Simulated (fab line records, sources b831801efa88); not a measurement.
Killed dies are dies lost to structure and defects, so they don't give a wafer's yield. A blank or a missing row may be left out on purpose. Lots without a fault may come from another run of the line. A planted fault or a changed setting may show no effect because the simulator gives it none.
A struck lot beside a sound one | flow sfq_line | 14 steps out of a route of 325
Sound: wafers L720.4, L720.5, L720.6. Struck: wafer L735.4. (L735.3 of the same lot was not struck and is left out.) The cause comes at the end.
At each step with rows: each side's tool, then ch and its chambers, then its first start. Under that, the readings that differ: sound wafers | struck wafers | difference of the means | sigmas: that difference in standard deviations of wafers without a fault.
alike: readings whose means differ by less than 2 such deviations, and words and numbers that are the same on both sides. not compared: withheld readings, readings that some wafer has no value for, bounds like >300 that may hide the same value, and numbers for which the record gives no deviation and whose values overlap.
The two part at a step that has a row with sigmas, a row that says differs or no value, or rows on one side only. Numbers that don't overlap but have no deviation are shown without sigmas and don't part them. A reading that every wafer of one side lacks parts them only if that side has two wafers or more.

first, 2 steps without rows for these wafers: SFQ_TRILAYER_L0_VIA_STRIP_SOLV_CLEAN_018 (cleans in NMP, time 600 s); SFQ_TRILAYER_M0_DEP_PRE_CLEAN_020 (time 15 s).
SFQ_TRILAYER_M0_DEP_SPUTTER_019: material Nb, target thk 200 nm, time 133.3 s.
  sound on pvd_sputter-03, day 5 02:26; struck on pvd_sputter-04, day 10 10:56
  alike: throttle_valve_pct
SFQ_M0_RS_MEAS_904: measures by four-point-probe.
  sound on film_metro-03, day 5 02:35; struck on film_metro-03, day 10 11:04
  alike: M0_NB_RS
then, 6 steps without rows for these wafers: SFQ_TRILAYER_M0_LITHO_COAT_026 (resist thk 62 nm); SFQ_TRILAYER_M0_LITHO_COAT_021 (resist thk 600 nm); SFQ_TRILAYER_M0_LITHO_SOFTBAKE_025; SFQ_TRILAYER_M0_LITHO_EXPOSE_022 (exposes mask M0, target cd 500 nm); SFQ_TRILAYER_M0_LITHO_PEB_024 (peb time 60 s); SFQ_TRILAYER_M0_LITHO_DEVELOP_023 (time 60 s).
SFQ_M0_OVL_MEAS_906:
  sound on overlay-01, day 5 18:28; struck on overlay-01, day 11 07:56
  alike: M0_OVL
SFQ_TRILAYER_M0_BARC_OPEN_METAL_ETCH_031: etches BARC in O2, target depth 125 nm, time 41.7 s.
  sound on rie_metal-03 ch 0,1, day 5 18:29; struck on rie_metal-04 ch 0, day 11 07:58
  reading                                             | sound             | struck | difference | sigmas
  model.KrF_of_TRILAYER_M0_LITHO_COAT_021.thk_nm (nm) | 525.7 523.6 525.5 | 541.4  | +16.5      |
  alike: chamber_pressure_mTorr, drypump_motor_current_A, oes_product_au
  not compared: rf_hours_counter_h
SFQ_TRILAYER_M0_ETCH_METAL_ETCH_024: etches Nb in Cl2/Ar, stops on SiO2, target depth 240 nm, time 120 s.
  sound on rie_metal-03 ch 0,1, day 5 18:35; struck on rie_metal-04 ch 0, day 11 08:04
  reading                                             | sound           | struck | difference | sigmas
  model.KrF_of_TRILAYER_M0_LITHO_COAT_021.thk_nm (nm) | 385.7 382.8 386 | 398.4  | +13.6      |
  alike: chamber_pressure_mTorr, drypump_motor_current_A, oes_product_au
  not compared: rf_hours_counter_h
SFQ_TRILAYER_M0_STRIP_STRIP_025: strips in O2.
  sound on rie_metal-03 ch 0,1, day 5 18:52; struck on rie_metal-04 ch 0, day 11 08:20
  reading                        | sound             | struck | difference | sigmas
  chamber_pressure_mTorr (mTorr) | 50.03 50.10 50.02 | 49.95  | -0.10      | -2
  alike: drypump_motor_current_A, oes_product_au
  not compared: rf_hours_counter_h

WHERE THEY PART
Only at SFQ_TRILAYER_M0_STRIP_STRIP_025, within this record.

WHY: what the simulator had put in
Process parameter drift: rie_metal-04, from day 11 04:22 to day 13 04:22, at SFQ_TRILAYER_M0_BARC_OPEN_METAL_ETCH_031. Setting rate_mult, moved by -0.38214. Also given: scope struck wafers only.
